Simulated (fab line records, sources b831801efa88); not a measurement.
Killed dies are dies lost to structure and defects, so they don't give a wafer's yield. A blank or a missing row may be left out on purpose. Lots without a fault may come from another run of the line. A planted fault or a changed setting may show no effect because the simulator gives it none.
Which tool did it? | flow sky130 | 6 lots, 18 wafers sampled, at 2 steps of a route of 708

WHAT THE GAUGES READ, wafer by wafer
SKY_SONOS_TUNNEL_CD_MEAS_07: target cd 410 nm.
lot  | measured     | on        | cd_nm (nm)
L970 | day 12 13:44 | cd_sem-02 | 409.8 408.8 408.7
L976 | day 14 07:29 | cd_sem-02 | 412.1 411.4 410.1
L982 | day 16 15:01 | cd_sem-02 | 411.2 410.7 412.6
L984 | day 17 00:35 | cd_sem-02 | 408.0 407.7 408.9
L986 | day 17 22:23 | cd_sem-01 | 411.6 413.1 411.8
L988 | day 18 13:38 | cd_sem-01 | 407.1 406.8 408.2

WHICH TOOL RAN EACH LOT (tool, then ch and the chambers of the sampled wafers, then the start)
lot  | SKY_VT_ADJUST_LVTN_STRIP_20
L970 | plasma_asher-01 ch 0,1, day 8 15:58
L976 | plasma_asher-01 ch 0,1, day 10 04:12
L982 | plasma_asher-01 ch 0,1, day 12 04:25
L984 | plasma_asher-01 ch 0,1, day 12 13:11
L986 | plasma_asher-02 ch 0,1, day 13 07:17
L988 | plasma_asher-04 ch 0,1, day 13 19:53
- SKY_VT_ADJUST_LVTN_STRIP_20: strips in O2/N2.

THE ANSWER, worked out from the rows above alone
Rule: what is usual is taken from the lots themselves. Put in order of their means at a reading, lots are off if they are a third of the lots or fewer, leave a main group of 4 or more, and stand apart from it by a gap of 3 or more times the standard deviation of the main group's means; of several such gaps the widest counts. A main group whose means are all the same, to the digits that the tables above print for the reading, isn't used. A lot without any number at a reading at which 4 lots or more have one is off too. The other lots that the step has rows for count as sound.
No lot is off at any reading shown: from this, nothing can be told.

WHAT THE SIMULATOR HAD PUT IN
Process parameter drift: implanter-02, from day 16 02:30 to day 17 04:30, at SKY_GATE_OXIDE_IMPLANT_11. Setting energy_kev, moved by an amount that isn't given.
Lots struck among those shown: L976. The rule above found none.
